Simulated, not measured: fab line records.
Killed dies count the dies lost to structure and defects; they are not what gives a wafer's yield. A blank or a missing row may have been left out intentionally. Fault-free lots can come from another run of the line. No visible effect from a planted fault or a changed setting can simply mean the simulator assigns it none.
What tool caused it? ; flow sfqLine ; 14 lots, 42 wafers sampled, at 2 steps of a route of 325

WHAT THE GAUGES SHOWED, per wafer
The record holds no reading of a measuring or inspecting step that can be judged against a usual standard deviation.

WHAT TOOL EACH LOT RAN ON (gives the tool, then ch and the chambers of the sampled wafers, and finally the start)
lot;SFQ_TRILAYER_A5C_DEP_PECVD_142;SFQ_TRILAYER_C5_ETCH_VIA_ETCH_154
L638;pecvd-02 ch 0,1,2, day 53 23:04;rieDiel-01 ch 1,2, day 59 02:02
L639;pecvd-01 ch 0,1,2, day 53 23:32;rieDiel-04 ch 2,3, day 60 03:50
L641;pecvd-02 ch 1,2, day 54 03:22;rieDiel-03 ch 0,1, day 60 07:26
L642;pecvd-01 ch 1,2, day 59 10:26;rieDiel-01 ch 1,2,3, day 64 06:11
L643;pecvd-01 ch 2, day 59 12:50;rieDiel-03 ch 1,2, day 65 16:59
L645;pecvd-01 ch 0,2, day 59 15:29;rieDiel-03 ch 1,2, day 65 20:35
L646;pecvd-04 ch 0,2, day 59 20:19;rieDiel-01 ch 0,1, day 65 22:59
L647;pecvd-02 ch 1,2, day 60 01:21;rieDiel-04 ch 0,1, day 66 00:11
L648;pecvd-01 ch 0,2, day 60 02:19;rieDiel-01 ch 0,2,3, day 66 03:47
L649;pecvd-02 ch 0,1,2, day 65 09:27;rieDiel-03 ch 0,3, day 69 06:15
L652;pecvd-01 ch 0,1,2, day 67 19:02;rieDiel-03 ch 1,2,3, day 71 15:51
L654;pecvd-01 ch 0,2, day 67 23:50;rieDiel-01 ch 0,2,3, day 71 21:51
L659;pecvd-02 ch 0,1, day 68 09:13;rieDiel-03 ch 2,3, day 72 14:27
L661;pecvd-04 ch 0,1, day 68 23:00;rieDiel-03 ch 0,1,2, day 73 02:27
- SFQ_TRILAYER_A5C_DEP_PECVD_142: deposits SiO2 from SiH4/N2O, time 15.556 s, target thk 70 nm.
- SFQ_TRILAYER_C5_ETCH_VIA_ETCH_154: etches SiO2 in CHF3, stops on Nb, target depth 84 nm.

AS READ BY THE TOOLS THEMSELVES (means over the sampled wafers that have a number; for cases with no such wafer, the mark the record gives instead)
SFQ_TRILAYER_A5C_DEP_PECVD_142. Usual: heaterPowerW 81 W, standard deviation 15; throttleValvePct 24.8 %, standard deviation 1.2.
lot;tool;heaterPowerW (W);throttleValvePct (%);flag
L638;pecvd-02;63;26.0;
L639;pecvd-01;96;23.9;
L641;pecvd-02;74;26.6;
L642;pecvd-01;92;24.2;
L643;pecvd-01;85;24.8;
L645;pecvd-01;97;24.0;
L646;pecvd-04;86;24.1;
L647;pecvd-02;69;26.7;
L648;pecvd-01;82;24.4;
L649;pecvd-02;61;26.2;
L652;pecvd-01;90;24.3;
L654;pecvd-01;97;24.3;
L659;pecvd-02;62;25.2;
L661;pecvd-04;79;23.5;

SFQ_TRILAYER_C5_ETCH_VIA_ETCH_154. Usual: drypumpMotorCurrentA 5.7 A, standard deviation 0.48; oesProductAu 0.893 a.u., standard deviation 0.0086.
lot;tool;drypumpMotorCurrentA (A);oesProductAu (a.u.);flag
L638;rieDiel-01;5.8;0.884;
L639;rieDiel-04;5.4;0.890;
L641;rieDiel-03;5.8;0.881;
L642;rieDiel-01;5.9;0.897;
L643;rieDiel-03;5.4;0.900;
L645;rieDiel-03;5.4;0.892;
L646;rieDiel-01;6.5;0.897;
L647;rieDiel-04;5.2;0.885;
L648;rieDiel-01;6.1;0.892;
L649;rieDiel-03;5.6;0.885;
L652;rieDiel-03;5.5;0.976;OFF
L654;rieDiel-01;6.1;0.960;OFF
L659;rieDiel-03;5.4;0.884;
L661;rieDiel-03;5.6;0.896;

THE ANSWER, worked out from the rows above alone
Rule: a lot is off if the mean of its wafers that have a number lies more than 3 standard deviations from the usual mean. Also off: a lot with no number at a reading for which 4 or more lots have one. Any other lot the step has rows for is counted as sound. First the gauges in route order, then the tools' own readings, where a lot's mean is used as printed above. At the first step where some lot is off, the reading lying furthest off is the one used; lots without a number count as furthest.
Off: L652, L654, at SFQ_TRILAYER_C5_ETCH_VIA_ETCH_154 (oesProductAu).
If a tool, at that step or one of the process steps before it, ran each lot that is off and ran no sound lot following the first of them, it fits. One fits: SFQ_TRILAYER_A5C_DEP_PECVD_142 on pecvd-01. Its last sound lot is L648 (day 60 02:19), its first lot that is off L652 (day 67 19:02): a fault that began between those two fits.

WHAT THE SIMULATOR HAD INSERTED
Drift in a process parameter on pecvd-01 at SFQ_TRILAYER_A5C_DEP_PECVD_142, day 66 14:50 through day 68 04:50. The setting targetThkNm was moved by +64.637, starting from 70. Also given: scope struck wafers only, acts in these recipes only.
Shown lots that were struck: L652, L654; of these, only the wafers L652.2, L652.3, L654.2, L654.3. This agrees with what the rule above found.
